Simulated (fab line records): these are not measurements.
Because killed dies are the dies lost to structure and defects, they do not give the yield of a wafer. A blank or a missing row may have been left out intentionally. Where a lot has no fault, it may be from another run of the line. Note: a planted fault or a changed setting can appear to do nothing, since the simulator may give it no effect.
Which of the tools did it? | flow sky130 | at 1 step of a route of 708, 7 lots with 21 wafers sampled

WHAT EACH GAUGE READ, for each wafer
SKY_VIA2_THK_MEAS_23: measures by xrf.
lot  | measured     | on            | VIA2_W_THK (nm)
L895 | day 37 18:54 | film-metro-04 | 435 433 433
L897 | day 38 14:03 | film-metro-01 | 431 438 432
L900 | day 39 06:54 | film-metro-01 | 446 437 446
L903 | day 40 05:42 | film-metro-04 | 436 434 437
L905 | day 40 17:52 | film-metro-03 | 448 451 443
L908 | day 41 11:15 | film-metro-04 | 445 440 447
L915 | day 43 01:48 | film-metro-04 | 442 448 440

EACH LOT AND THE TOOL THAT RAN IT (in order: tool; ch and the chambers of the sampled wafers; start)
No process step before these readings appears in the record.

THE ANSWER, worked out from the rows above alone
Rule: the usual values come from the lots themselves. Put in order of their means at a reading, lots are off if they are a third of the lots or fewer, leave a main group of 4 or more, and stand apart from it by a gap of 3 or more times the standard deviation of the main group's means; of several such gaps the widest counts. If all means in a main group match to the digits the tables above print for the reading, that group is not used. A lot without any number at a reading at which 4 lots or more have one is off too. Where the step has rows for the other lots, those lots are counted as sound.
No lot is off on any of the readings shown, so nothing can be concluded from this.

WHAT THE SIMULATOR HAD INSERTED
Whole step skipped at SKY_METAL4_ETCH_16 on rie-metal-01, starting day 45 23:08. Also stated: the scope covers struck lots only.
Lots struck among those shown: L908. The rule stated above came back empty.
